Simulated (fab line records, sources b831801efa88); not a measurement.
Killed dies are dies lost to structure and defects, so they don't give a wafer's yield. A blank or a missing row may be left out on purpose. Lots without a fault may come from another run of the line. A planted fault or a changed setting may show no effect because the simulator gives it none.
A struck lot beside a sound one | flow sky130 | 35 steps out of a route of 708
Sound: wafers L698.2, L698.5, L698.6. Struck: wafers L705.2, L705.4, L705.6. The cause comes at the end.
At each step with rows: each side's tool, then ch and its chambers, then its first start. Under that, the readings that differ: sound wafers | struck wafers | difference of the means | sigmas: that difference in standard deviations of wafers without a fault.
alike: readings whose means differ by less than 2 such deviations, and words and numbers that are the same on both sides. not compared: withheld readings, readings that some wafer has no value for, bounds like >300 that may hide the same value, and numbers for which the record gives no deviation and whose values overlap.
The two part at a step that has a row with sigmas, a row that says differs or no value, or rows on one side only. Numbers that don't overlap but have no deviation are shown without sigmas and don't part them. A reading that every wafer of one side lacks parts them only if that side has two wafers or more.

SKY_SD_P_CD_MEAS_07: target cd 380 nm.
  sound on cd_sem-02, day 24 20:59; struck on cd_sem-02, day 27 20:04
  alike: cd_nm
SKY_SD_P_OVL_MEAS_08:
  sound on overlay-02, day 24 21:05; struck on overlay-01, day 27 20:10
  alike: SD_P_OVL
then, 1 step without rows for these wafers: SKY_SD_P_IMPLANT_09.
SKY_SD_P_STRIP_10: strips in O2/N2.
  sound on plasma_asher-01 ch 0,1, day 24 21:16; struck on plasma_asher-02 ch 0,1, day 27 20:21
  alike: drypump_motor_current_A, oes_product_au, strip_time_to_endpoint_s
  not compared: rf_hours_counter_h
SKY_SD_P_TW_MEAS_11:
  sound on film_metro-03, day 24 21:23; struck on film_metro-01, day 27 20:28
  reading | sound          | struck         | difference | sigmas
  SD_P_TW | 2755 2766 2731 | 2825 2820 2816 | +70        | +2
then, 7 steps without rows for these wafers: SKY_RES_XHIGH_DEHYDRATE_00 (time 60 s); SKY_RES_XHIGH_HMDS_01 (prime time 60 s); SKY_RES_XHIGH_COAT_02 (resist thk 1140 nm); SKY_RES_XHIGH_SOFTBAKE_03 (time 60 s); SKY_RES_XHIGH_EXPOSE_04 (exposes mask URPM, target cd 1270 nm); SKY_RES_XHIGH_PEB_05; SKY_RES_XHIGH_DEVELOP_06 (develop time 60 s).
SKY_RES_XHIGH_IMPLANT_07:
  sound on implanter-04 ch 0, day 26 01:53; struck on implanter-04 ch 0, day 28 23:58
SKY_RES_XHIGH_STRIP_08: strips in O2/N2.
  sound on plasma_asher-01 ch 0,1, day 26 02:01; struck on plasma_asher-01 ch 0,1, day 29 00:06
  reading                      | sound             | struck            | difference | sigmas
  strip_time_to_endpoint_s (s) | 14.32 14.29 14.29 | 14.22 14.21 14.19 | -0.09      | -2
  alike: drypump_motor_current_A, oes_product_au
  not compared: rf_hours_counter_h
SKY_RES_XHIGH_TW_MEAS_09:
  sound on film_metro-01, day 26 02:07; struck on film_metro-04, day 29 00:13
  reading      | sound          | struck         | difference | sigmas
  RES_XHIGH_TW | 1635 1632 1618 | 1531 1535 1541 | -93        | -5
then, 7 steps without rows for these wafers: SKY_SD_N_DEHYDRATE_00 (time 60 s); SKY_SD_N_HMDS_01 (prime time 60 s); SKY_SD_N_COAT_02 (resist thk 1140 nm); SKY_SD_N_SOFTBAKE_03 (time 60 s); SKY_SD_N_EXPOSE_04 (exposes mask NSDM, target cd 380 nm); SKY_SD_N_PEB_05; SKY_SD_N_DEVELOP_06 (develop time 60 s).
SKY_SD_N_CD_MEAS_07: target cd 380 nm.
  sound on cd_sem-02, day 27 07:40; struck on cd_sem-01, day 30 03:59
  reading    | sound             | struck            | difference | sigmas
  cd_nm (nm) | 383.1 385.0 386.1 | 379.9 379.4 378.0 | -5.6       | -2
SKY_SD_N_OVL_MEAS_08:
  sound on overlay-02, day 27 07:46; struck on overlay-01, day 30 04:05
  alike: SD_N_OVL
then, 2 steps without rows for these wafers: SKY_SD_N_IMPLANT_09; SKY_SD_N_IMPLANT_10.
SKY_SD_N_STRIP_11: strips in O2/N2.
  sound on plasma_asher-04 ch 0,1, day 27 08:06; struck on plasma_asher-02 ch 0,1, day 30 04:25
  alike: drypump_motor_current_A, oes_product_au, strip_time_to_endpoint_s
  not compared: rf_hours_counter_h
SKY_SD_N_TW_MEAS_12:
  sound on film_metro-04, day 27 08:13; struck on film_metro-03, day 30 04:32
  reading | sound          | struck         | difference | sigmas
  SD_N_TW | 4013 4011 3998 | 3906 3896 3928 | -97        | -2
then, 1 step without rows for these wafers: SKY_SD_N_CLEAN_13 (cleans in SC1/SC2, time 150 s).
SKY_SD_N_RTA_14: time 2 s.
  sound on rtp_anneal-01 ch 0, day 27 08:20; struck on rtp_anneal-02 ch 0, day 30 04:38
  alike: chamber_o2_ppm, lamp_power_pct, wafer_temp_C_max
SKY_SD_N_RS_MEAS_16: measures by four-point-probe.
  sound on film_metro-01, day 27 08:31; struck on film_metro-01, day 30 04:50
  reading          | sound             | struck            | difference | sigmas
  SD_N_RS (ohm/sq) | 68.41 68.26 68.40 | 68.56 68.64 68.56 | +0.23      | +2
SKY_SD_N_RS_MEAS_17: measures by four-point-probe.
  sound on film_metro-01, day 27 08:38; struck on film_metro-01, day 30 04:57
  reading          | sound             | struck            | difference | sigmas
  SD_P_RS (ohm/sq) | 146.5 146.4 146.2 | 147.4 147.5 147.3 | +1.0       | +3
SKY_SD_N_RS_MEAS_18: measures by four-point-probe.
  sound on film_metro-01, day 27 08:45; struck on film_metro-01, day 30 05:04
  reading               | sound             | struck            | difference | sigmas
  RES_XHIGH_RS (ohm/sq) | 333.8 334.6 333.9 | 388.8 387.2 385.9 | +53.2      | +41
then, 1 step without rows for these wafers: SKY_SALICIDE_CLEAN_00 (cleans in HF-last, time 30 s).
-- the record jumps here: 17 days lie between the struck wafers' starts before and after (it left off in module SALICIDE and takes up again in module PAD_OPEN, whose first step shown is number 708 of the route) --
SKY_PAD_OPEN_PROBE_99:
  sound on prober-01, day 45 08:01; struck on prober-02, day 47 10:47
  reading                                            | sound             | struck                        | difference | sigmas
  killed_at_other                                    | 3 0 1             | 0 0 0                         | -1         | -2
  model.etest.res_xhigh_po.line_ohm_um               | 5664 5590 5537    | 1.079e+04 1.084e+04 1.033e+04 | +5.056e+03 |
  model.etest.res_xhigh_po.rs_ohm_sq_range           | 158.9 134.5 147.4 | 1830 1817 1695                | +1634      |
  model.etest.res_xhigh_po.rs_ohm_sq                 | 2048 1978 1981    | 3783 3748 3608                | +1711      |
  model.etest.res_xhigh_po.rs_ohm_sq_rim_less_centre | 136.8 116.7 124   | -890.1 -940.3 -811.5          | -1006.5    |
  alike: killed_at_M0_to_M3, killed_at_M4_up, killed_at_contacts, killed_at_front_end, killed_dies, killed_open, killed_short

WHERE THEY PART
First at SKY_SD_P_TW_MEAS_11; last, within this record, at SKY_PAD_OPEN_PROBE_99.

WHY: what the simulator had put in
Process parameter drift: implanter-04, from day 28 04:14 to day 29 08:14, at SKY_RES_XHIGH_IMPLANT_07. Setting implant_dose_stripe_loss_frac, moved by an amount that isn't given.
